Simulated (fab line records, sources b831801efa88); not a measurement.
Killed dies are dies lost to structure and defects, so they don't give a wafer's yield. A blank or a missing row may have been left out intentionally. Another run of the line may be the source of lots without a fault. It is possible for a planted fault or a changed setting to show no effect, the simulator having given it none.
What tool caused it? | flow sky130 | 33 wafers from 11 lots sampled at 2 of the route's 708 steps

## WHAT THE GAUGES SHOWED, per wafer
SKY_CAPM_OVL_MEAS_12.
lot  | measured     | on         | CAPM_OVL (nm)
L193 | day 38 07:06 | overlay-01 | 2.4 2.5 2.3
L196 | day 39 11:19 | overlay-01 | 1.6 1.6 2.8
L199 | day 40 04:54 | overlay-02 | -0.3 2.5 -1.2
L202 | day 41 00:39 | overlay-02 | -0.4 0.4 -0.9
L206 | day 42 05:15 | overlay-02 | 0.4 0.3 1.0
L207 | day 42 15:22 | overlay-02 | -1.7 0.3 -2.7
L208 | day 43 06:40 | overlay-01 | 1.0 1.4 1.3
L209 | day 43 08:23 | overlay-02 | -1.3 1.7 -0.1
L211 | day 43 10:36 | overlay-02 | 0.6 1.6 1.3
L210 | day 43 12:40 | overlay-01 | 1.8 0.0 -0.2
L212 | day 43 16:58 | overlay-01 | 2.4 2.4 1.1

## EACH LOT AND THE TOOL THAT RAN IT (in order: tool; ch and the chambers of the sampled wafers; start)
lot  | SKY_METAL3_SPUTTER_01
L193 | pvd sputter-03, day 37 04:56
L196 | pvd sputter-04, day 38 10:06
L199 | pvd sputter-04, day 39 04:38
L202 | pvd sputter-04, day 40 00:22
L206 | pvd sputter-01, day 41 05:02
L207 | pvd sputter-04, day 41 15:17
L208 | pvd sputter-04, day 42 08:09
L209 | pvd sputter-01, day 42 09:40
L211 | pvd sputter-03, day 42 10:56
L210 | pvd sputter-03, day 42 13:37
L212 | pvd sputter-03, day 42 18:02
- SKY_METAL3_SPUTTER_01: material TiN, target thk 20 nm, time 16.7 s.

## THE ANSWER, worked out from the rows above alone
Rule: the lots themselves supply what counts as usual. Put in order of their means at a reading, lots are off if they are a third of the lots or fewer, leave a main group of 4 or more, and stand apart from it by a gap of 3 or more times the standard deviation of the main group's means; of several such gaps the widest counts. A main group is skipped when, at the precision printed for the reading in the tables above, its means are all equal. Also off: a lot with no number at a reading for which 4 or more lots have one. Where the step has rows for the other lots, those lots are counted as sound.
No lot is off on any of the readings shown, so nothing can be concluded from this.

## WHAT HAD BEEN PUT IN BY THE SIMULATOR
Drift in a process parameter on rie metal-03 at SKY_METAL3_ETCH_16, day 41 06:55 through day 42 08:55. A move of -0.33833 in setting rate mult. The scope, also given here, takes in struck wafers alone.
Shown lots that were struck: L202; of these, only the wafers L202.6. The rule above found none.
